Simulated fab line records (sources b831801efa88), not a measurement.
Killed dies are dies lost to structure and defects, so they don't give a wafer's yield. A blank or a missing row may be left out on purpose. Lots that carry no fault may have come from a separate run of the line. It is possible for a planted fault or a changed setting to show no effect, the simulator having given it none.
Which tool did it? + flow gf180mcu + Sampling: 13 lots, 39 wafers, 5 of 602 route steps

WHAT EACH GAUGE READ, for each wafer
GF_VT_IMPLANT_OVL_MEAS_29. Usual: VT_IMPLANT_02_OVL gives -1.0 nm (standard deviation 1.3).
| lot  | measured     | on         | VT_IMPLANT_02_OVL (nm) | flag |
|------|--------------|------------|------------------------|------|
| L358 | day 7 05:37  | overlay-02 | -1.2 -1.1 -2.5         |      |
| L360 | day 7 16:40  | overlay-02 | -0.6 1.7 -0.7          |      |
| L361 | day 7 23:23  | overlay-01 | -1.9 -1.0 -0.7         |      |
| L365 | day 9 02:10  | overlay-01 | -1.3 -0.9 0.1          |      |
| L366 | day 9 10:53  | overlay-02 | 0.6 0.4 -0.4           |      |
| L367 | day 9 15:31  | overlay-02 | -1.1 -2.2 -1.0         |      |
| L368 | day 9 21:43  | overlay-02 | -3.1 -2.5 -2.7         |      |
| L369 | day 10 04:07 | overlay-01 | -1.8 -1.8 -2.4         |      |
| L370 | day 10 11:04 | overlay-01 | - - -                  | OFF  |
| L371 | day 10 17:35 | overlay-02 | -1.8 -2.1 -2.5         |      |
| L372 | day 10 23:41 | overlay-01 | 1.8 0.3 1.1            |      |
| L377 | day 12 05:20 | overlay-01 | 0.5 -1.5 0.2           |      |
| L380 | day 13 08:28 | overlay-02 | -0.9 0.6 -0.8          |      |

GF_VT_IMPLANT_TW_MEAS_32. Usual: VT_IMPLANT_3_TW gives 270.2 (standard deviation 1.9).
| lot  | measured     | on           | VT_IMPLANT_3_TW   | flag |
|------|--------------|--------------|-------------------|------|
| L358 | day 7 05:54  | filmMetro-01 | 271.2 268.5 267.7 |      |
| L360 | day 7 16:57  | filmMetro-04 | 272.9 272.1 272.7 |      |
| L361 | day 7 23:40  | filmMetro-04 | 274.4 273.0 273.5 |      |
| L365 | day 9 02:28  | filmMetro-04 | 271.6 270.9 272.9 |      |
| L366 | day 9 11:11  | filmMetro-01 | 268.5 268.8 268.8 |      |
| L367 | day 9 15:49  | filmMetro-04 | 271.9 273.2 272.7 |      |
| L368 | day 9 22:00  | filmMetro-04 | 271.1 273.0 272.6 |      |
| L369 | day 10 04:25 | filmMetro-01 | 269.1 271.1 270.7 |      |
| L370 | day 10 11:22 | filmMetro-01 | 30.1 30.0 30.0    | OFF  |
| L371 | day 10 17:53 | filmMetro-01 | 268.5 269.9 269.9 |      |
| L372 | day 11 00:07 | filmMetro-01 | 269.5 267.8 269.1 |      |
| L377 | day 12 05:37 | filmMetro-04 | 271.9 271.2 271.2 |      |
| L380 | day 13 08:44 | filmMetro-02 | 269.2 267.8 266.4 |      |

GF_V1_THK_MEAS_25: measures by xrf. Usual: V1_W_THK gives 356 nm (standard deviation 6).
| lot  | measured     | on           | V1_W_THK (nm) | flag |
|------|--------------|--------------|---------------|------|
| L358 | day 18 22:50 | filmMetro-01 | 352 354 344   |      |
| L360 | day 19 08:07 | filmMetro-01 | 348 355 354   |      |
| L361 | day 19 15:47 | filmMetro-03 | 361 359 359   |      |
| L365 | day 21 09:02 | filmMetro-03 | 359 357 353   |      |
| L366 | day 21 17:44 | filmMetro-03 | 359 360 359   |      |
| L367 | day 22 07:39 | filmMetro-03 | 359 361 362   |      |
| L368 | day 22 12:23 | filmMetro-02 | 361 360 360   |      |
| L369 | day 22 17:05 | filmMetro-01 | 352 349 350   |      |
| L371 | day 23 15:00 | filmMetro-03 | 361 356 359   |      |
| L372 | day 23 16:22 | filmMetro-02 | 362 362 362   |      |
| L377 | day 25 04:57 | filmMetro-02 | 364 367 368   |      |
| L380 | day 26 12:13 | filmMetro-02 | 359 357 355   |      |

TOOL THAT RAN EACH LOT (tool first, then ch and the chambers of the sampled wafers, then the start)
| lot  | GF_VT_IMPLANT_EXPOSE_26            | GF_SALICIDE_RTA_06              |
|------|------------------------------------|---------------------------------|
| L358 | ilineStepper-02 ch 0, day 6 22:27  | rtpAnneal-02 ch 0, day 15 20:06 |
| L360 | ilineStepper-01 ch 0, day 7 09:05  | rtpAnneal-02 ch 0, day 16 04:24 |
| L361 | ilineStepper-01 ch 0, day 7 15:27  | rtpAnneal-01 ch 0, day 16 11:58 |
| L365 | ilineStepper-02 ch 0, day 8 18:10  | rtpAnneal-01 ch 0, day 18 03:44 |
| L366 | ilineStepper-01 ch 0, day 9 02:01  | rtpAnneal-01 ch 0, day 18 12:38 |
| L367 | ilineStepper-02 ch 0, day 9 07:02  | rtpAnneal-01 ch 0, day 19 02:13 |
| L368 | ilineStepper-02 ch 0, day 9 12:46  | rtpAnneal-01 ch 0, day 19 07:15 |
| L369 | ilineStepper-02 ch 0, day 9 18:45  | rtpAnneal-02 ch 0, day 19 10:30 |
| L370 | ilineStepper-01 ch 0, day 10 02:27 | -                               |
| L371 | ilineStepper-02 ch 0, day 10 08:29 | rtpAnneal-02 ch 0, day 20 10:24 |
| L372 | ilineStepper-01 ch 0, day 10 14:43 | rtpAnneal-02 ch 0, day 20 11:53 |
| L377 | ilineStepper-01 ch 0, day 11 19:26 | rtpAnneal-01 ch 0, day 22 03:49 |
| L380 | ilineStepper-01 ch 0, day 12 23:15 | rtpAnneal-02 ch 0, day 23 13:07 |
- GF_VT_IMPLANT_EXPOSE_26: exposes mask LVPWELL HV AREA, target cd 860 nm.
- GF_SALICIDE_RTA_06: time 30 s.

WHAT THE TOOLS THEMSELVES READ (means of the sampled wafers that have a number; where no wafer has one, the mark that the record gives instead)
GF_SALICIDE_RTA_06. Usual: lampPowerPct 6.1 %, standard deviation 0.41; wafer_temp_C_max 532.2, standard deviation 0.54.
| lot  | tool         | lampPowerPct (%) | wafer_temp_C_max | flag |
|------|--------------|------------------|------------------|------|
| L358 | rtpAnneal-02 | 6.4              | 532.6            |      |
| L360 | rtpAnneal-02 | 6.4              | 532.1            |      |
| L361 | rtpAnneal-01 | 5.6              | 531.8            |      |
| L365 | rtpAnneal-01 | 5.6              | 532.2            |      |
| L366 | rtpAnneal-01 | 5.6              | 531.9            |      |
| L367 | rtpAnneal-01 | 5.6              | 531.9            |      |
| L368 | rtpAnneal-01 | 5.6              | 532.2            |      |
| L369 | rtpAnneal-02 | 6.4              | 533.1            |      |
| L371 | rtpAnneal-02 | 6.4              | 532.7            |      |
| L372 | rtpAnneal-02 | 6.4              | 532.5            |      |
| L377 | rtpAnneal-01 | 5.6              | 531.9            |      |
| L380 | rtpAnneal-02 | 6.4              | 532.5            |      |

THE ANSWER, worked out from the rows above alone
Rule: take the mean of a lot's wafers that have a number; if it is more than 3 standard deviations from the usual mean, the lot is off. Also off: a lot with no number at a reading for which 4 or more lots have one. Any other lot the step has rows for is counted as sound. First the gauges in route order, then the tools' own readings, where a lot's mean is used as printed above. At the first step where some lot is off, the reading lying furthest off is the one used; lots without a number count as furthest.
Off: L370, seen at GF_VT_IMPLANT_OVL_MEAS_29 (VT_IMPLANT_02_OVL). Without a number there: L370.
If a tool, at a process step before that reading, ran all the lots that are off and no sound lot after the first of them, it fits. The gauges at GF_VT_IMPLANT_OVL_MEAS_29 aren't tried: what is off there is off at GF_VT_IMPLANT_TW_MEAS_32 too, on other tools, and a gauge's error can't cause that. Not one of the candidates tried fits.

WHAT HAD BEEN PUT IN BY THE SIMULATOR
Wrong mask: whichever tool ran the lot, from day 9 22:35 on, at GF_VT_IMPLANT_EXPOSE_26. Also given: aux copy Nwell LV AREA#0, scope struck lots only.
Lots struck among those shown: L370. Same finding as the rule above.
